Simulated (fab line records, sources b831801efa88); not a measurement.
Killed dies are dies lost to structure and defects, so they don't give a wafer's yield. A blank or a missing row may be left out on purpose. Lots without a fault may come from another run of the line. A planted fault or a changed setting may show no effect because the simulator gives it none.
A struck lot beside a sound one | flow sky130 | 18 steps out of a route of 708
Sound: wafers L266.2, L266.3, L266.5. Struck: wafers L269.2, L269.3, L269.5. The cause comes at the end.
At each step with rows: each side's tool, then ch and its chambers, then its first start. Under that, the readings that differ: sound wafers | struck wafers | difference of the means | sigmas: that difference in standard deviations of wafers without a fault.
alike: readings whose means differ by less than 2 such deviations, and words and numbers that are the same on both sides. not compared: withheld readings, readings that some wafer has no value for, bounds like >300 that may hide the same value, and numbers for which the record gives no deviation and whose values overlap.
The two part at a step that has a row with sigmas, a row that says differs or no value, or rows on one side only. Numbers that don't overlap but have no deviation are shown without sigmas and don't part them. A reading that every wafer of one side lacks parts them only if that side has two wafers or more.

first, 2 steps without rows for these wafers: SKY_CONTACT_PEB_12; SKY_CONTACT_DEVELOP_13 (develop time 60 s).
SKY_CONTACT_CD_MEAS_14: target cd 170 nm.
  sound on cd_sem-02, day 36 18:22; struck on cd_sem-01, day 37 00:03
  alike: cd_nm
SKY_CONTACT_OVL_MEAS_15:
  sound on overlay-02, day 36 18:28; struck on overlay-01, day 37 00:10
  alike: CONTACT_OVL
SKY_CONTACT_ETCH_16: etches BARC in N2/H2, stops on SiO2, time 45.9 s, target depth 60 nm.
  sound on rie_diel-04 ch 0,1,2, day 36 18:30; struck on rie_diel-04 ch 2,3, day 37 00:11
  alike: drypump_motor_current_A, oes_product_au, throttle_valve_pct
  not compared: rf_hours_counter_h
SKY_CONTACT_ETCH_17: etches SiO2 in C4F8/O2/Ar, stops on Si3N4, target depth 340 nm.
  sound on rie_diel-04 ch 0,1,2, day 36 18:33; struck on rie_diel-04 ch 2,3, day 37 00:14
  alike: oes_product_au
SKY_CONTACT_ETCH_18: etches Si3N4 in CHF3/O2, stops on TiN, time 39 s, target depth 75 nm.
  sound on rie_diel-04 ch 0,1,2; struck on rie_diel-04 ch 2,3
  alike: drypump_motor_current_A, oes_product_au, throttle_valve_pct
  not compared: rf_hours_counter_h
SKY_CONTACT_STRIP_19: strips in O2/N2.
  sound on plasma_asher-01 ch 0,1, day 36 18:38; struck on plasma_asher-03 ch 1, day 37 00:19
  alike: drypump_motor_current_A, oes_product_au, strip_time_to_endpoint_s
  not compared: rf_hours_counter_h
then, 4 steps without rows for these wafers: SKY_CONTACT_STRIP_20 (strips in post etch residue remover, time 1200 s); SKY_CONTACT_CLEAN_21 (cleans in IPA, time 180 s); SKY_CONTACT_CLEAN_22 (cleans in O3/DIW); SKY_CONTACT_SPUTTER_23 (material TiN, target thk 20 nm, time 80 s).
SKY_CONTACT_CVD_24: deposits W, target thk 340 nm, time 102.12 s.
  sound on cvd_w-02 ch 0,1, day 36 19:17; struck on cvd_w-01 ch 0,1, day 37 01:01
  reading                               | sound             | struck            | difference | sigmas
  model.W_of_CONTACT_CVD_24.thk_nm (nm) | 345.1 342.9 341.5 | 403.5 403.3 404.5 | +60.6      |
  alike: heater_power_w
SKY_CONTACT_RS_MEAS_25: measures by four-point-probe.
  sound on film_metro-03, day 36 19:25; struck on film_metro-03, day 37 01:09
  reading               | sound             | struck            | difference | sigmas
  CONTACT_W_RS (ohm/sq) | 0.332 0.335 0.336 | 0.283 0.284 0.283 | -0.051     | -12
SKY_CONTACT_THK_MEAS_26: measures by xrf.
  sound on film_metro-03, day 36 19:32; struck on film_metro-03, day 37 01:16
  reading            | sound       | struck      | difference | sigmas
  CONTACT_W_THK (nm) | 344 344 343 | 410 412 410 | +67        | +12
SKY_CONTACT_CMP_27: polishes, stops on SiO2, t overpolish 15 s, target thk 0 nm.
  sound on cmp-02 ch 0,1,2, day 36 19:41; struck on cmp-01 ch 0,1,3, day 37 01:25
  reading                | sound    | struck   | difference | sigmas
  time_to_endpoint_s (s) | 92 85 87 | 95 97 94 | +7         | +2
  alike: motor_current_A
SKY_METAL1_SPUTTER_00: material Ti, target thk 15 nm, time 10 s.
  sound on pvd_sputter-01, day 36 19:53; struck on pvd_sputter-03, day 37 01:37
  alike: throttle_valve_pct
-- the record jumps here: 13 days lie between the struck wafers' starts before and after (it left off in module METAL1 and takes up again in module PAD_OPEN, whose first step shown is number 708 of the route) --
SKY_PAD_OPEN_PROBE_99:
  sound on prober-01, day 49 15:02; struck on prober-01, day 49 20:38
  alike: killed_at_M0_to_M3, killed_at_M4_up, killed_at_contacts, killed_at_front_end, killed_at_other, killed_dies, killed_open, killed_short

WHERE THEY PART
First at SKY_CONTACT_RS_MEAS_25; last, within this record, at SKY_CONTACT_CMP_27. Later steps at which nothing parts them and some readings are alike: SKY_METAL1_SPUTTER_00, SKY_PAD_OPEN_PROBE_99.

WHY: what the simulator had put in
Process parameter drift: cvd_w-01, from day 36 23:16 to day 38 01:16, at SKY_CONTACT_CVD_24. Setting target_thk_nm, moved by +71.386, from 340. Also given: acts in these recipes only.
